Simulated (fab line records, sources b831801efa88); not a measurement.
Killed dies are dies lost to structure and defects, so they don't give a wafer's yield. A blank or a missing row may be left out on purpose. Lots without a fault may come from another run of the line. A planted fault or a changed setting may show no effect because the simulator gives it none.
fab line records | flow gf180mcu
record lots=6 wafers=18 last_day=34
route steps=602 shown MIM@510
lots that met no fault: from a run of the same line without faults
start_h: hours from the record's first day to the start of the lot's first wafer shown | wait_h: hours since the lot's step before | " the same as in the row above | L1.1+2: a row that stands for several wafers | - no value, or no start given | * or withheld: withheld | < > ~ a bound
route shown NAME@n: a module of which the file shows steps, and the number in the route of the first | usual: mean/standard deviation of fault-free wafers | same: alike in all rows | chamber/n: place in a boat | sites: the reading at each site | _std_site: their standard deviation | _edge_site: outer sites' mean less inner sites' | radius_mm: how far each site lies from the wafer's centre | mask NAME#n: copy n | behind: the tool/chamber that last shaped the wafer | hold: why the lot was held/for how many hours/how that ended | device: the transistor (n, p or np) that didn't switch | end of line: the same wafers' tests at the end of the route | a step without rows: its recipe alone | killed: dies lost to structure and defects at the first sort, not the wafer's yield | map: a wafer's dies, x killed, . not, _ none there
set.NAME: the setting as run; set.NAME@STEP: as run at that earlier step | model.NAME: the simulator's own value behind a step, which no gauge read
lots at some steps of the route; a table a step, a row a wafer
services: from which hour (start_h, from the record's first day; less than 0 if before it) a tool's chamber was out of use, for how many hours, and why
## steps
# step GF_MIM_SPUTTER_07
# recipe material=TiN target_thk_nm=60 power_w=6500 time_s=50 chamber_pressure_pa=0.4088
# usual throttle_valve_pct=29.8/1.1
# columns lot.wafer tool chamber start_h wait_h throttle_valve_pct
L783.2 pvd_sputter-01 - 609.37 0.0 28.3
L783.3 " - " " 29.7
L783.5 " - " " 29.9
L787.2 pvd_sputter-01 - 647.04 0.0 28.2
L787.4 " - " " 29.8
L787.6 " - " " 28.8
L788.1 pvd_sputter-04 - 653.66 0.1 29.1
L788.2 " - " " 29.6
L788.4 " - " " 32.0
L795.1 pvd_sputter-03 - 699.36 0.1 31.8
L795.2 " - " " 29.8
L795.3 " - " " 28.7
L797.3 pvd_sputter-03 - 710.55 0.0 28.7
L797.4 " - " " 29.7
L797.5 " - " " 28.6
L798.4 pvd_sputter-03 - 718.95 0.0 31.6
L798.5 " - " " 31.6
L798.6 " - " " 28.6
# step GF_MIM_SPUTTER_08
# recipe material=AlCu target_thk_nm=200 power_w=10600 time_s=10.6 chamber_pressure_pa=0.4
# usual throttle_valve_pct=29.8/1.1
# columns lot.wafer tool chamber start_h wait_h throttle_valve_pct
L783.2 pvd_sputter-01 - 609.41 0.0 28.3
L783.3 " - " " 29.8
L783.5 " - " " 29.9
L787.2 pvd_sputter-01 - 647.08 0.0 28.3
L787.4 " - " " 29.8
L787.6 " - " " 28.7
L788.1 pvd_sputter-04 - 653.71 0.0 29.3
L788.2 " - " " 29.5
L788.4 " - " " 31.9
L795.1 pvd_sputter-03 - 699.41 0.0 31.8
L795.2 " - " " 29.6
L795.3 " - " " 28.6
L797.3 pvd_sputter-03 - 710.59 0.0 28.5
L797.4 " - " " 29.5
L797.5 " - " " 28.4
L798.4 pvd_sputter-03 - 718.99 0.0 31.7
L798.5 " - " " 31.6
L798.6 " - " " 28.7
# step GF_MIM_SPUTTER_09
# recipe material=TiN target_thk_nm=35 power_w=6500 time_s=29.2 chamber_pressure_pa=0.4
# usual throttle_valve_pct=29.8/1.1
# columns lot.wafer tool chamber start_h wait_h throttle_valve_pct
L783.2 pvd_sputter-01 - 609.43 0.0 28.5
L783.3 " - " " 30.1
L783.5 " - " " 29.8
L787.2 pvd_sputter-01 - 647.11 0.0 28.2
L787.4 " - " " 29.6
L787.6 " - " " 28.6
L788.1 pvd_sputter-04 - 653.73 0.0 29.2
L788.2 " - " " 29.7
L788.4 " - " " 31.9
L795.1 pvd_sputter-03 - 699.43 0.0 31.5
L795.2 " - " " 29.5
L795.3 " - " " 28.7
L797.3 pvd_sputter-03 - 710.61 0.0 28.7
L797.4 " - " " 29.6
L797.5 " - " " 28.8
L798.4 pvd_sputter-03 - 719.01 0.0 31.5
L798.5 " - " " 31.5
L798.6 " - " " 28.8
# step GF_MIM_RS_MEAS_10
# recipe thk_meas_gauge=four-point-probe reads=TiN_of_MIM_SPUTTER_09+AlCu_of_MIM_SPUTTER_08+TiN_of_MIM_SPUTTER_07
# usual MIM_ALCU_RS=0.1607/0.0023
# columns lot.wafer tool chamber start_h wait_h MIM_ALCU_RS[ohm/sq]
L783.2 film_metro-01 - 609.49 0.0 0.1600
L783.3 " - " " 0.1607
L783.5 " - " " 0.1588
L787.2 film_metro-03 - 647.16 0.0 0.1594
L787.4 " - " " 0.1594
L787.6 " - " " 0.1595
L788.1 film_metro-03 - 653.76 0.0 0.1598
L788.2 " - " " 0.1608
L788.4 " - " " 0.1613
L795.1 film_metro-01 - 699.46 0.0 0.1562
L795.2 " - " " 0.1572
L795.3 " - " " 0.1598
L797.3 film_metro-03 - 710.69 0.1 0.1620
L797.4 " - " " 0.1582
L797.5 " - " " 0.1616
L798.4 film_metro-01 - 719.11 0.1 0.1582
L798.5 " - " " 0.1585
L798.6 " - " " 0.1624
# step GF_MIM_THK_MEAS_11
# recipe thk_meas_gauge=xrf reads=AlCu_of_MIM_SPUTTER_08
# usual MIM_ALCU_THK=205.2/2.9
# columns lot.wafer tool chamber start_h wait_h MIM_ALCU_THK[nm]
L783.2 film_metro-01 - 609.60 0.1 205.0
L783.3 " - " " 203.5
L783.5 " - " " 205.8
L787.2 film_metro-03 - 647.27 0.1 207.5
L787.4 " - " " 206.0
L787.6 " - " " 206.2
L788.1 film_metro-03 - 653.88 0.1 205.5
L788.2 " - " " 205.1
L788.4 " - " " 204.0
L795.1 film_metro-01 - 699.58 0.1 210.1
L795.2 " - " " 209.1
L795.3 " - " " 206.1
L797.3 film_metro-03 - 710.79 0.1 205.5
L797.4 " - " " 209.4
L797.5 " - " " 205.2
L798.4 film_metro-01 - 719.20 0.1 207.8
L798.5 " - " " 207.0
L798.6 " - " " 202.5
# step GF_MIM_DEHYDRATE_12
# recipe temp_c=200 time_s=60
# step GF_MIM_HMDS_13
# recipe prime_time_s=60 prime_temp_c=120
# step GF_MIM_COAT_14
# recipe resist=NOVOLAK spin_rpm=3000 resist_thk_nm=1000
# step GF_MIM_SOFTBAKE_15
# recipe temp_c=90 time_s=60 resist=NOVOLAK
# step GF_MIM_EXPOSE_16
# recipe mask_id=FuseTop target_cd_nm=2000 na=0.6 source_shape=conventional sigma_outer=0.6 dose_mj=140
# step GF_MIM_PEB_17
# recipe temp_c=withheld time_s=* resist=NOVOLAK
# step GF_MIM_DEVELOP_18
# recipe develop_time_s=60 dev_temp_c=23
# step GF_MIM_METAL_ETCH_19
# recipe chemistry=Cl2/BCl3 mask_material=NOVOLAK stop_on=Si3N4 target_depth_nm=324.5 pressure_mtorr=8 icp_w=800 bias_w=140 Cl2_flow_sccm=80 bcl3_flow_sccm=40 time_s=54.1
# usual bcl3_flow_sccm=39.98/0.12 bias_w=140.0/0.45 drypump_motor_current_A=5.8/0.44 oes_product_au=0.940/0.0067 throttle_valve_pct=28.285/0.011
# columns lot.wafer tool chamber start_h wait_h bcl3_flow_sccm bias_w drypump_motor_current_A oes_product_au rf_hours_counter_h throttle_valve_pct model.NOVOLAK_of_MIM_COAT_14.thk_nm
L783.2 rie_metal-01 0 629.57 0.1 40.05 140.4 5.7 0.941 7.9 28.274 867.9
L783.3 " 1 " " 39.91 139.8 5.8 0.943 - 28.278 865.7
L783.5 " 0 " " 40.01 139.8 5.7 0.954 - 28.270 868.3
L787.2 rie_metal-03 1 666.77 0.1 - - - - - - 1001
L787.4 " 0 " " - - - - - - 999.3
L787.6 " 0 " " - - - - - - 1001
L788.1 rie_metal-02 1 673.42 0.1 - - - - - - 994.8
L788.2 " 0 " " - - - - - - 996.3
L788.4 " 0 " " - - - - - - 994.4
L795.1 rie_metal-02 1 717.67 0.1 39.92 140.9 5.4 0.949 5.1 28.282 869.4
L795.2 " 0 " " 39.99 139.3 6.1 0.938 7.7 28.274 869.2
L795.3 " 1 " " 39.96 140.4 5.4 0.948 - 28.283 865.9
L797.3 rie_metal-02 0 728.26 0.1 39.98 140.3 6.1 0.932 - 28.300 872.8
L797.4 " 1 " " 40.00 139.7 5.4 0.947 - 28.281 868.7
L797.5 " 1 " " 39.87 139.4 5.4 0.931 - 28.297 872.1
L798.4 rie_metal-02 0 736.46 0.1 39.93 140.2 6.1 0.939 - 28.292 869.3
L798.5 " 0 " " 39.74 140.2 6.1 0.947 - 28.275 867.7
L798.6 " 1 " " 39.79 139.8 5.4 0.938 - 28.294 864
# step GF_MIM_STRIP_20
# recipe chemistry=O2/N2 power_w=1400 pressure_mtorr=1500 platen_temp_c=250 o2_flow_sccm=3000 n2_flow_sccm=300 overash_fraction=0.5
# usual drypump_motor_current_A=5.93/0.24 heater_power_w=346/28 oes_product_au=0.692/0.0053 strip_time_to_endpoint_s=11.22/0.048
# columns lot.wafer tool chamber start_h wait_h drypump_motor_current_A heater_power_w oes_product_au rf_hours_counter_h strip_time_to_endpoint_s
L783.2 plasma_asher-04 1 629.64 0.0 5.80 378 0.683 21 11.19
L783.3 " 1 " " 5.81 379 0.689 - 11.19
L783.5 " 1 " " 5.81 381 0.689 - 11.20
L787.2 plasma_asher-04 1 666.84 0.0 5.81 385 0.721 25 12.63
L787.4 " 1 " " 5.83 382 0.712 - 12.63
L787.6 " 1 " " 5.84 386 0.719 - 12.65
L788.1 plasma_asher-02 1 673.49 0.0 5.93 316 0.713 58 12.57
L788.2 " 0 " " 6.17 385 0.714 58 12.59
L788.4 " 1 " " 5.91 312 0.720 - 12.55
L795.1 plasma_asher-02 1 717.74 0.0 5.98 307 0.700 63 11.20
L795.2 " 0 " " 6.20 374 0.689 63 11.21
L795.3 " 0 " " 6.17 371 0.704 - 11.17
L797.3 plasma_asher-02 1 728.34 0.1 5.94 307 0.689 - 11.25
L797.4 " 0 " " 6.17 380 0.684 - 11.19
L797.5 " 1 " " 5.91 315 0.694 - 11.23
L798.4 plasma_asher-03 0 736.54 0.1 5.45 333 0.694 - 11.20
L798.5 " 0 " " 5.46 324 0.681 - 11.20
L798.6 " 1 " " 5.83 331 0.689 - 11.15
# step GF_MIM_STRIP_21
# recipe chemistry=post_etch_residue_remover time_s=1200 temp_c=72.5
## services
# columns tool chamber start_h hours kind
rie_metal-01 1 611.60 - clean
rie_metal-01 1 611.60 13.8 scheduled_down
rie_metal-01 1 611.60 13.8 vent_cycle
rie_metal-01 1 631.94 7.4 repair
plasma_asher-02 - 648.83 1.2 repair
plasma_asher-02 - 658.36 3.0 repair
rie_metal-03 - 664.63 1.0 repair
rie_metal-02 - 670.71 0.3 repair
plasma_asher-02 - 679.94 2.7 repair
rie_metal-03 - 685.23 0.1 repair
pvd_sputter-03 2 695.11 - consumable_replace:kit
pvd_sputter-03 2 695.11 18.0 scheduled_down
pvd_sputter-03 2 695.11 18.0 vent_cycle
pvd_sputter-04 1 703.70 - consumable_replace:kit
pvd_sputter-04 1 703.70 18.0 scheduled_down
pvd_sputter-04 1 703.70 18.0 vent_cycle
pvd_sputter-01 2 707.22 - consumable_replace:kit
pvd_sputter-01 2 707.22 18.0 scheduled_down
pvd_sputter-01 2 707.22 18.0 vent_cycle
rie_metal-02 - 713.89 2.8 pm
plasma_asher-04 - 730.60 0.4 repair
plasma_asher-02 - 735.07 2.1 repair
## key
first_sign step=GF_MIM_METAL_ETCH_19 reading=tool_record direction=missing
effect step=GF_MIM_STRIP_20 reading=strip_time_to_endpoint_s direction=up sigmas=29 usual=* struck=*
model_effect step=GF_MIM_METAL_ETCH_19 value=NOVOLAK_of_MIM_COAT_14.thk_nm without=868.4 struck=997.8
met_at GF_MIM_METAL_ETCH_19
struck_wafers L787.2,L787.4,L787.6,L788.1,L788.2,L788.4
later_rows_left_out L787.2,L787.4,L787.6,L788.1,L788.2,L788.4
sort_left_out L787.2,L787.4,L787.6,L788.1,L788.2,L788.4
fault kind=skipped_step_whole tool=rie_metal-02,rie_metal-03 chamber=- onset_h=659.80 steps=GF_MIM_METAL_ETCH_19 scope=struck_lots_only
# sort_left_out: the simulated sort isn't trusted on such a fault, so these wafers' sort isn't shown, and their yield isn't known
# later_rows_left_out: the simulator's readings of these wafers behind a module that went badly wrong aren't trusted and aren't shown, but for the sort
